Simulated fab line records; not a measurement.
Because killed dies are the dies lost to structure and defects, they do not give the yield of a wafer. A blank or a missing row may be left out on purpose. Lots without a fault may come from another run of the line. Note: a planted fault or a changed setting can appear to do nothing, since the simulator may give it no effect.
Comparing a struck lot with a sound one | flow gf180mcu | 14 out of 602 route steps
Sound: the wafers L968.2, L968.3, L968.5. Wafers L975.4, L975.5, L975.6 were the ones struck. The cause comes at the end.
Order at every step that has rows: each side's tool, ch and its chambers, its first start. Under that, the readings that differ: sound wafers | struck wafers | difference of the means | sigmas: that difference in standard deviations of wafers without a fault.
alike: readings whose means differ by less than 2 such deviations, and words and numbers that are the same on both sides. not compared: withheld readings, readings that some wafer has no value for, bounds like >300 that may hide the same value, and numbers for which the record gives no deviation and whose values overlap.
Wherever a step has rows on one side only, a row that says differs or no value, or a row with sigmas, the two part there. When numbers do not overlap yet have no deviation, they are printed without sigmas and do not part them. A reading that every wafer of one side lacks parts them only if that side has two wafers or more.

first, 4 steps without rows for these wafers: GF_VT_IMPLANT_SOFTBAKE_25 (time 60 s); GF_VT_IMPLANT_EXPOSE_26 (exposes mask LVPWELL HV AREA, target cd 860 nm); GF_VT_IMPLANT_PEB_27; GF_VT_IMPLANT_DEVELOP_28 (develop time 60 s).
GF_VT_IMPLANT_OVL_MEAS_29:
  sound on overlay-01 at day 8 16:44; struck on overlay-02 at day 10 19:22
  alike: VT_IMPLANT_02_OVL
after that, 1 step had no rows for these wafers: GF_VT_IMPLANT_IMPLANT_30.
GF_VT_IMPLANT_STRIP_31: strips in O2/N2.
  sound on plasmaAsher-01 ch 0, day 8 16:55; struck on plasmaAsher-03 ch 0,1, day 10 19:34
reading                  | sound       | struck      | difference | sigmas
drypumpMotorCurrentA (A) | 6.5 6.5 6.5 | 4.7 5.7 4.7 | -1.5       | -3
  alike: heaterPowerW, oesProductAu, stripTimeToEndpointS
  not compared: rfHoursCounterH
GF_VT_IMPLANT_TW_MEAS_32:
  sound on filmMetro-03 at day 8 17:02; struck on filmMetro-02 at day 10 19:40
reading         | sound             | struck            | difference | sigmas
VT_IMPLANT_3_TW | 273.7 272.0 272.1 | 267.3 266.4 266.8 | -5.8       | -2
then, 4 steps without rows for these wafers: GF_VT_IMPLANT_DEHYDRATE_33 (time 60 s); GF_VT_IMPLANT_HMDS_34 (prime time 60 s); GF_VT_IMPLANT_COAT_35 (resist thk 1000 nm); GF_VT_IMPLANT_SOFTBAKE_36 (time 60 s).
GF_VT_IMPLANT_EXPOSE_37: exposes mask Nwell HV AREA, target cd 860 nm.
  struck on ilineStepper-02, day 11 04:47; sound on ilineStepper-01 ch 0, day 9 01:22
  no value came back on the struck wafers for any of 5 readings (exposureDoseMJCm2, focusOffsetNm (nm) and others); on the sound wafers exposureDoseMJCm2 reads 140.09 140.04 140.10
  alike: mask
after that, 1 step had no rows for these wafers: GF_VT_IMPLANT_PEB_38.

== WHERE THEY PART ==
Last at GF_VT_IMPLANT_EXPOSE_37 as far as this record goes, first at GF_VT_IMPLANT_STRIP_31.

WHY: what the simulator had put in
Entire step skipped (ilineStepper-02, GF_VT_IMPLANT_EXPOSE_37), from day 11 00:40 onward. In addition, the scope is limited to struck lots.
